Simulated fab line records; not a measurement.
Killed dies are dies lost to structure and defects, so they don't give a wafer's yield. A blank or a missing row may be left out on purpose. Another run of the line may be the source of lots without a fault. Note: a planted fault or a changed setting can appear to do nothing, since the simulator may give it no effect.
fab line records | flow gf180mcu
record lots=7 wafers=21 lastDay=34
route steps=602 shown DUAL_GATE@152 POLY_GATE@157
lots untouched by any fault: they come from a run of this same line in which no faults occurred
startH: hours from the record's first day to the start of the lot's first wafer shown | waitH: hours from the lot's prior step to this one | " unchanged from the row above | L1.1+2: several wafers, shown together as one row | - no value, or no start given | * or withheld: withheld | < > ~ a bound
route shown NAME@n: NAME is a module with steps in the file, n the number in the route of the first one | usual: average and standard deviation across the fault-free wafers | same: alike in all rows | chamber/n: place in a boat | sites: per-site readings | _std_site: their standard deviation | _edge_site: mean of outer sites minus mean of inner sites | radiusMm: for every site, how far away it sits from the centre of the wafer | mask NAME#n: copy n | behind: the tool/chamber that last shaped the wafer | hold: cause of the lot's hold/its duration in hours/its outcome | device: transistor that didn't switch, given as n, p or np | end of line: tests run on the same wafers once the route is complete | a step with no rows: only its recipe | killed: dies that structure and defects cost at the first sort, which is not the same as the wafer's yield | map: the dies of a wafer, with x for killed, . for not killed, _ for no die there
set.NAME: the setting that was run; set.NAME@STEP: the one run at that earlier step | model.NAME: the simulator's own value behind a step, which no gauge read
lots at some steps of the route; a table a step, a row a wafer
services: the hour from which a tool's chamber was out of use, counted from the record's first day as startH (under 0 if before that day), plus the number of hours and why
## steps
# step GF_DUAL_GATE_OVL_MEAS_11
# usual DUAL_GATE_OVL=1.4/1.1
# columns lot.wafer tool chamber startH waitH DUAL_GATE_OVL[nm]
L781.2 overlay-01 - 179.28 0.1 3.2
L781.3 " - " " 3.5
L781.6 " - " " 2.6
L783.1 overlay-02 - 188.67 0.1 2.4
L783.4 " - " " 0.2
L783.6 " - " " 1.5
L786.1 overlay-01 - 207.58 0.1 0.2
L786.3 " - " " 1.3
L786.5 " - " " 2.7
L787.1 overlay-01 - 218.64 0.1 0.3
L787.3 " - " " 0.8
L787.5 " - " " -1.0
L788.4 overlay-01 - 221.69 0.1 1.9
L788.5 " - " " 2.0
L788.6 " - " " 1.1
L796.2 overlay-01 - 280.88 0.1 -0.3
L796.3 " - " " 2.4
L796.5 " - " " 0.9
L803.2 overlay-01 - 340.82 0.1 1.9
L803.4 " - " " 2.0
L803.6 " - " " 1.1
# step GF_DUAL_GATE_WET_ETCH_12
# recipe chemistry=dHF targetDepthNm=13 dry=n2Spin target=SiO2 tempC=25 dilution=100:1 timeS=260
# step GF_DUAL_GATE_STRIP_13
# recipe chemistry=O2/N2 powerW=1400 pressureMtorr=1500 platenTempC=250 o2FlowSccm=3000 n2FlowSccm=300 overashFraction=0.5
# usual drypumpMotorCurrentA=5.86/0.17 heaterPowerW=340/32 oesProductAu=0.716/0.0046 stripTimeToEndpointS=12.64/0.03
# columns lot.wafer tool chamber startH waitH drypumpMotorCurrentA heaterPowerW oesProductAu rfHoursCounterH stripTimeToEndpointS
L781.2 plasmaAsher-03 1 179.39 0.0 5.72 358 0.715 55 12.64
L781.3 " 0 " " 5.69 373 0.715 - 12.71
L781.6 " 0 " " 5.70 388 0.716 - 12.67
L783.1 plasmaAsher-01 0 188.79 0.0 5.74 354 0.716 39 12.67
L783.4 " 0 " " 5.73 357 0.713 - 12.62
L783.6 " 0 " " 5.76 356 0.718 - 12.66
L786.1 plasmaAsher-01 0 207.69 0.0 5.77 358 0.720 41 12.62
L786.3 " 1 " " 5.91 276 0.714 - 12.59
L786.5 " 0 " " 5.72 355 0.722 - 12.70
L787.1 plasmaAsher-04 1 218.76 0.0 6.07 329 0.714 10 12.63
L787.3 " 0 " " 6.09 332 0.713 - 12.68
L787.5 " 0 " " 6.10 335 0.713 - 12.62
L788.4 plasmaAsher-04 1 221.82 0.0 6.04 344 0.717 - 12.67
L788.5 " 0 " " 6.08 338 0.722 - 12.62
L788.6 " 1 " " 6.04 343 0.721 - 12.66
L796.2 plasmaAsher-01 0 280.99 0.0 5.76 353 0.721 48 12.67
L796.3 " 0 " " 5.71 365 0.712 - 12.69
L796.5 " 1 " " 5.90 289 0.720 - 12.66
L803.2 plasmaAsher-01 0 340.95 0.0 5.74 363 0.715 54 12.60
L803.4 " 1 " " 5.88 274 0.721 - 12.63
L803.6 " 1 " " 5.88 278 0.720 - 12.63
# step GF_DUAL_GATE_CLEAN_14
# recipe chemistry=SC1/SC2 mix=1:4:20 tempC=70 timeS=150 dry=n2Spin
# step GF_DUAL_GATE_OXIDATION_15
# recipe tempC=850 ambient=O2 stabiliseS=600 purgeS=300 targetThkA=70.98 oxTimeS=1995
# step GF_POLY_GATE_CVD_00
# recipe material=poly-Si targetThkNm=200 tempC=620 timeS=1200 pressureMtorr=200
# step GF_POLY_GATE_THK_MEAS_01
# recipe reads=poly-Si_of_POLY_GATE_CVD_00
# usual POLY_GATE_CVD_00_THK=199.8/1.7
# columns lot.wafer tool chamber startH waitH POLY_GATE_CVD_00_THK[nm]
L781.2 filmMetro-01 - 182.43 0.0 201.1
L781.3 " - " " 198.3
L781.6 " - " " 199.9
L783.1 filmMetro-03 - 191.84 0.0 197.4
L783.4 " - " " 197.1
L783.6 " - " " 199.8
L786.1 filmMetro-03 - 210.73 0.0 196.7
L786.3 " - " " 198.7
L786.5 " - " " 196.9
L787.1 filmMetro-01 - 221.86 0.0 201.3
L787.3 " - " " 204.4
L787.5 " - " " 203.8
L788.4 filmMetro-01 - 225.07 0.0 199.5
L788.5 " - " " 199.4
L788.6 " - " " 199.7
L796.2 filmMetro-03 - 284.14 0.0 200.0
L796.3 " - " " 201.2
L796.5 " - " " 199.8
L803.2 filmMetro-02 - 344.77 0.0 200.4
L803.4 " - " " 199.0
L803.6 " - " " 200.4
# step GF_POLY_GATE_DEHYDRATE_02
# recipe tempC=200 timeS=60
# step GF_POLY_GATE_HMDS_03
# recipe primeTimeS=60 primeTempC=120
# step GF_POLY_GATE_COAT_04
# recipe resist=BARC tempC=withheld timeS=withheld spinRpm=withheld resistThkNm=withheld
# step GF_POLY_GATE_COAT_05
# recipe resist=KrF spinRpm=withheld resistThkNm=700
# step GF_POLY_GATE_SOFTBAKE_06
# recipe tempC=130 timeS=60 resist=KrF
# step GF_POLY_GATE_EXPOSE_07
# recipe maskId=Poly2 targetCdNm=280 na=0.68 sourceShape=conventional sigmaOuter=0.6 doseMj=28
# usual exposureDoseMJCm2=27.972/0.028 focusOffsetNm=0.2/0.54 na=0.68/0 reticleTempC=22.99/0.095
# columns lot.wafer tool chamber startH waitH mask exposureDoseMJCm2 focusOffsetNm na reticleTempC
L781.2 krfScanner-01 0 190.80 - Poly2#0 27.993 -0.7 0.68 22.96
L781.3 " 0 " " Poly2#0 27.937 0.3 0.68 23.04
L781.6 " 0 " " Poly2#0 27.953 -0.4 0.68 23.02
L783.1 krfScanner-02 0 199.97 - Poly2#0 28.004 0.9 0.68 22.93
L783.4 " 0 " " Poly2#0 28.016 0.4 0.68 22.94
L783.6 " 0 " " Poly2#0 27.966 0.5 0.68 22.79
L786.1 krfScanner-02 - 219.67 - Poly2#0 - - - -
L786.3 " - " " Poly2#0 - - - -
L786.5 " - " " Poly2#0 - - - -
L787.1 krfScanner-01 - 230.90 - Poly2#0 - - - -
L787.3 " - " " Poly2#0 - - - -
L787.5 " - " " Poly2#0 - - - -
L788.4 krfScanner-01 - 233.94 - Poly2#0 - - - -
L788.5 " - " " Poly2#0 - - - -
L788.6 " - " " Poly2#0 - - - -
L796.2 krfScanner-02 0 294.38 - Poly2#0 27.989 0.4 0.68 22.99
L796.3 " 0 " " Poly2#0 27.969 0.4 0.68 22.87
L796.5 " 0 " " Poly2#0 27.966 0.1 0.68 23.03
L803.2 krfScanner-01 0 355.75 - Poly2#0 28.026 0.2 0.68 23.04
L803.4 " 0 " " Poly2#0 28.010 -0.1 0.68 22.74
L803.6 " 0 " " Poly2#0 28.008 0.0 0.68 22.87
# step GF_POLY_GATE_PEB_08
# recipe pebTempC=135 pebTimeS=90 resist=KrF
## services
# columns tool chamber startH hours kind
krfScanner-02 - 208.91 1.0 pm
krfScanner-01 - 227.04 1.0 pm
krfScanner-01 - 231.03 1.3 pm
krfScanner-01 0 243.46 - calibration
krfScanner-02 - 244.13 1.3 pm
krfScanner-02 - 248.43 1.7 repair
plasmaAsher-01 - 253.73 2.9 repair
krfScanner-01 - 279.20 0.8 pm
krfScanner-02 - 296.12 9.0 repair
krfScanner-02 0 299.67 - calibration
plasmaAsher-03 - 313.21 4.3 pm
krfScanner-02 - 318.85 0.8 pm
## key
firstSign step=GF_POLY_GATE_EXPOSE_07 reading=toolRecord direction=missing
effect none on later readings
metAt GF_POLY_GATE_EXPOSE_07
struckWafers L786.1,L786.3,L786.5,L787.1,L787.3,L787.5,L788.4,L788.5,L788.6
laterRowsLeftOut L786.1,L786.3,L786.5,L787.1,L787.3,L787.5,L788.4,L788.5,L788.6
sortLeftOut L786.1,L786.3,L786.5,L787.1,L787.3,L787.5,L788.4,L788.5,L788.6
testerLeftOut L786,L787,L788
onsetBetween 199.97 219.67
fault kind=skippedStepWhole tool=krfScanner-01,krfScanner-02 chamber=- onsetH=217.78 steps=GF_POLY_GATE_EXPOSE_07 scope=struckLotsOnly
# testerLeftOut: of these lots the tester's yield and bins aren't shown, on N5 and GAA mostly nor the transistor test; their killed dies are dies lost to structure and defects alone, not to doping, threshold or leakage, so they don't give the yield
# sortLeftOut: the simulated sort isn't trusted on such a fault, so these wafers' sort isn't shown, and their yield isn't known
# laterRowsLeftOut: the simulator's readings of these wafers behind a module that went badly wrong aren't trusted and aren't shown, but for the sort
